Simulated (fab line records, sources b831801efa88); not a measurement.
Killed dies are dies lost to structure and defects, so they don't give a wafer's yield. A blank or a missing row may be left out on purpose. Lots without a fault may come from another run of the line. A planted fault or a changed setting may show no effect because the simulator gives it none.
Which tool did it? | flow gf180mcu | 12 lots, 36 wafers sampled, at 3 steps of a route of 602

WHAT THE GAUGES READ, wafer by wafer
GF_HV_LDD_THK_MEAS_57. Usual: HV_LDD_CVD_56_THK 89.9 nm, standard deviation 0.93.
lot  | measured     | on            | HV_LDD_CVD_56_THK (nm)              | flag
L144 | day 12 14:02 | film_metro-03 | 91.5 91.3 91.6                      |
L146 | day 13 09:37 | film_metro-04 | 91.0 90.0 90.2                      |
L147 | day 13 16:46 | film_metro-04 | 88.3 88.9 89.1                      |
L150 | day 14 17:32 | film_metro-03 | 90.2 91.1 89.9                      |
L151 | day 14 19:50 | film_metro-01 | 88.9 88.6 89.7                      |
L152 | day 14 23:41 | film_metro-04 | 89.6 89.8 89.4                      |
L155 | day 16 05:52 | film_metro-01 | 89.6 89.5 89.6                      |
L158 | day 17 05:01 | film_metro-03 | 138.4 138.7 138.0 138.4 138.9 137.8 | OFF
L159 | day 17 12:10 | film_metro-01 | 90.1 89.9 89.6                      |
L160 | day 17 19:54 | film_metro-04 | 138.7 138.4 138.2 138.7 138.3 138.1 | OFF
L166 | day 20 04:56 | film_metro-01 | 87.9 87.5 87.6                      |
L167 | day 20 13:55 | film_metro-03 | 89.7 89.7 90.1                      |

GF_V2_BOW_MEAS_05. Usual: V2_BOW 97 um, standard deviation 8.7.
lot  | measured     | on            | V2_BOW (um) | flag
L144 | day 19 06:33 | film_metro-01 | 115 102 98  |
L146 | day 20 06:22 | film_metro-03 | 101 101 95  |
L147 | day 20 16:55 | film_metro-04 | 108 112 90  |
L150 | day 21 20:20 | film_metro-04 | 90 105 104  |
L151 | day 22 00:09 | film_metro-01 | 85 77 83    |
L152 | day 22 04:48 | film_metro-04 | 82 87 86    |
L155 | day 23 11:58 | film_metro-03 | 93 114 105  |
L159 | day 24 15:42 | film_metro-01 | 99 99 93    |
L166 | day 27 03:18 | film_metro-01 | 94 83 93    |
L167 | day 27 08:21 | film_metro-03 | 109 96 104  |

WHICH TOOL RAN EACH LOT (tool, then ch and the chambers of the sampled wafers, then the start)
lot  | GF_HV_LDD_CVD_56
L144 | lpcvd-01 ch 1, day 12 11:52
L146 | lpcvd-01 ch 0, day 13 07:28
L147 | lpcvd-01 ch 0, day 13 15:20
L150 | lpcvd-01 ch 0, day 14 15:24
L151 | lpcvd-01 ch 1, day 14 17:41
L152 | lpcvd-02 ch 0, day 14 22:15
L155 | lpcvd-01 ch 0, day 16 04:25
L158 | lpcvd-02 ch 1, day 17 03:35
L159 | lpcvd-01 ch 0, day 17 10:44
L160 | lpcvd-02 ch 1, day 17 18:28
L166 | lpcvd-01 ch 0, day 20 03:31
L167 | lpcvd-02 ch 0, day 20 12:28
- GF_HV_LDD_CVD_56: deposits Si3N4 from DCS/NH3, target thk 90 nm, time 1543 s.

WHAT THE TOOLS THEMSELVES READ (means of the sampled wafers that have a number; where no wafer has one, the mark that the record gives instead)
GF_HV_LDD_CVD_56. Usual: pressure_mtorr 249.9 mTorr, standard deviation 0.53; spike_tc_bottom_C 789.4 C, standard deviation 2.1; spike_tc_centre_C 770.2 C, standard deviation 1.3; spike_tc_lower_C 769.7 C, standard deviation 1.1; spike_tc_top_C 784.5 C, standard deviation 2.1; spike_tc_upper_C 769.7 C, standard deviation 1.1; zone_power_top_pct 23.9 %, standard deviation 1.8.
lot  | tool     | pressure_mtorr (mTorr) | spike_tc_bottom_C (C) | spike_tc_centre_C (C) | spike_tc_lower_C (C) | spike_tc_top_C (C) | spike_tc_upper_C (C) | zone_power_top_pct (%) | flag
L144 | lpcvd-01 | 249.8                  | 792.5                 | 769.1                 | 770.1                | 786.3              | 769.8                | 20.8                   |
L146 | lpcvd-01 | 250.7                  | 788.7                 | 771.8                 | 769.2                | 786.5              | 769.8                | 26.0                   |
L147 | lpcvd-01 | 250.1                  | 788.6                 | 771.2                 | 769.3                | 786.6              | 770.3                | 25.9                   |
L150 | lpcvd-01 | 251.0                  | 788.7                 | 771.8                 | 769.2                | 786.9              | 769.8                | 26.0                   |
L151 | lpcvd-01 | 249.4                  | 791.6                 | 768.0                 | 769.8                | 784.2              | 770.2                | 20.8                   |
L152 | lpcvd-02 | 249.5                  | 788.5                 | 771.0                 | 769.9                | 783.2              | 768.8                | 24.9                   |
L155 | lpcvd-01 | 250.1                  | 789.8                 | 772.0                 | 768.3                | 786.5              | 770.6                | 25.8                   |
L158 | lpcvd-02 | 250.2                  | 810.0                 | 792.6                 | 793.3                | 804.4              | 793.5                | 24.9                   | OFF
L159 | lpcvd-01 | 249.9                  | 791.0                 | 770.0                 | 769.9                | 787.0              | 769.2                | 25.9                   |
L160 | lpcvd-02 | 250.2                  | 809.5                 | 792.2                 | 791.4                | 804.4              | 793.6                | 24.8                   | OFF
L166 | lpcvd-01 | 250.3                  | 789.9                 | 771.4                 | 769.6                | 787.5              | 767.5                | 25.7                   |
L167 | lpcvd-02 | 248.8                  | 788.9                 | 769.9                 | 769.8                | 783.3              | 770.2                | 24.8                   |

THE ANSWER, worked out from the rows above alone
Rule: a lot is off if the mean of its wafers that have a number lies more than 3 standard deviations from the usual mean. A lot without any number at a reading at which 4 lots or more have one is off too. The other lots that the step has rows for count as sound. The gauges are gone through in route order, then the tools' own readings, and for those a lot's mean is taken as printed above. The first step at which some lot is off is used, and at that step the reading that is off furthest; a lot without a number counts as furthest.
Off: L158, L160, at GF_HV_LDD_THK_MEAS_57 (HV_LDD_CVD_56_THK).
A tool fits if, at a process step before that reading, it ran every lot that is off, and no sound lot after the first of them. The gauges at GF_HV_LDD_THK_MEAS_57 aren't tried: what is off there is off at GF_HV_LDD_CVD_56 too, on other tools, and a gauge's error can't cause that. None of those tried fits.

WHAT THE SIMULATOR HAD PUT IN
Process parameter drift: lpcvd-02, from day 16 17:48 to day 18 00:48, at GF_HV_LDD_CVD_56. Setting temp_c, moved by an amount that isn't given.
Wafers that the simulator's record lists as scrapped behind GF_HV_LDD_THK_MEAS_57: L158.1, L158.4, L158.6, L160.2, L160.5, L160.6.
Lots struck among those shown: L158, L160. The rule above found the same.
